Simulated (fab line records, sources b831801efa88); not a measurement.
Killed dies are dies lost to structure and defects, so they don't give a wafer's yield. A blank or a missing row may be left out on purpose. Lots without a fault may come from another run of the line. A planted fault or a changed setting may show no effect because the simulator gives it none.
Chamber matching | flow sky130 | SKY_LI_CONTACT_ETCH_14 on rie_diel-01: 4 sister chambers
The step etches BARC in N2/H2, stops on SiO2, time 45.9 s, target depth 60 nm. 24 wafers are shown with their chamber, then 12 later ones without.

WAFERS WITH THEIR CHAMBER
wafer  | chamber | drypump_motor_current_A (A) | oes_product_au (a.u.) | throttle_valve_pct (%)
L077.1 | 2       | 5.6                         | 0.859                 | 13.213
L077.2 | 3       | 5.5                         | 0.859                 | 13.220
L077.3 | 0       | 5.9                         | 0.860                 | 13.224
L077.4 | 1       | 5.1                         | 0.856                 | 13.234
L077.5 | 3       | 5.5                         | 0.860                 | 13.222
L077.6 | 2       | 5.7                         | 0.855                 | 13.229
L079.1 | 2       | 5.7                         | 0.857                 | 13.235
L079.2 | 0       | 5.9                         | 0.859                 | 13.226
L079.3 | 1       | 5.1                         | 0.853                 | 13.214
L079.4 | 3       | 5.5                         | 0.857                 | 13.228
L079.5 | 3       | 5.5                         | 0.858                 | 13.211
L079.6 | 0       | 5.9                         | 0.856                 | 13.215
L084.1 | 1       | 5.1                         | 0.857                 | 13.236
L084.2 | 0       | 5.9                         | 0.859                 | 13.233
L084.3 | 2       | 5.7                         | 0.861                 | 13.227
L084.4 | 3       | 5.5                         | 0.861                 | 13.236
L084.5 | 1       | 5.1                         | 0.863                 | 13.198
L084.6 | 0       | 5.9                         | 0.859                 | 13.234
L088.2 | 1       | 5.1                         | 0.849                 | 13.235
L088.4 | 0       | 5.9                         | 0.856                 | 13.228
L088.6 | 1       | 5.1                         | 0.859                 | 13.224
L090.1 | 1       | 5.1                         | 0.854                 | 13.220
L090.2 | 0       | 5.9                         | 0.854                 | 13.210
L090.3 | 3       | 5.5                         | 0.860                 | 13.225

SIGNATURES (means of the wafers above)
reading                 | chamber 0 | chamber 1 | chamber 2 | chamber 3 | scatter within a chamber
drypump_motor_current_A | 5.900     | 5.100     | 5.675     | 5.500     | 0.0194
oes_product_au          | 0.85757   | 0.85586   | 0.85800   | 0.85917   | 0.00301
throttle_valve_pct      | 13.22429  | 13.22300  | 13.22600  | 13.22367  | 0.0106
Rule: a wafer's distance from a chamber is the root of the sum, over the readings, of the square of ((its reading less the chamber's mean) divided by the reading's scatter). The wafer belongs to the nearest chamber; if the next one is less than 2 further off, it can't be placed. The scatter: the root of (the sum of the squares of (reading less its chamber's mean) over the shown wafers, divided by (wafers less chambers)).

WAFERS WITHOUT THEIR CHAMBER
wafer  | drypump_motor_current_A (A) | oes_product_au (a.u.) | throttle_valve_pct (%)
L090.4 | 5.5                         | 0.851                 | 13.218
L090.5 | 5.1                         | 0.860                 | 13.229
L090.6 | 5.9                         | 0.853                 | 13.229
L091.1 | 5.9                         | 0.849                 | 13.226
L091.3 | 5.5                         | 0.852                 | 13.232
L091.6 | 5.7                         | 0.846                 | 13.222
L094.1 | 5.9                         | 0.854                 | 13.237
L094.4 | 5.5                         | 0.859                 | 13.221
L094.6 | 5.9                         | 0.845                 | 13.217
L095.2 | 5.1                         | 0.851                 | 13.227
L095.5 | 5.9                         | 0.855                 | 13.235
L095.6 | 5.5                         | 0.860                 | 13.221

WHICH CHAMBER EACH WENT THROUGH
wafer  | from the rows above | in truth
L090.4 | 3                   | 3
L090.5 | 1                   | 1
L090.6 | 0                   | 0
L091.1 | 0                   | 0
L091.3 | 3                   | 3
L091.6 | 2                   | 2
L094.1 | 0                   | 0
L094.4 | 3                   | 3
L094.6 | 0                   | 0
L095.2 | 1                   | 1
L095.5 | 0                   | 0
L095.6 | 3                   | 3
Placed correctly: 12 of 12. Can't be placed from these rows: 0. Placed wrongly: 0.
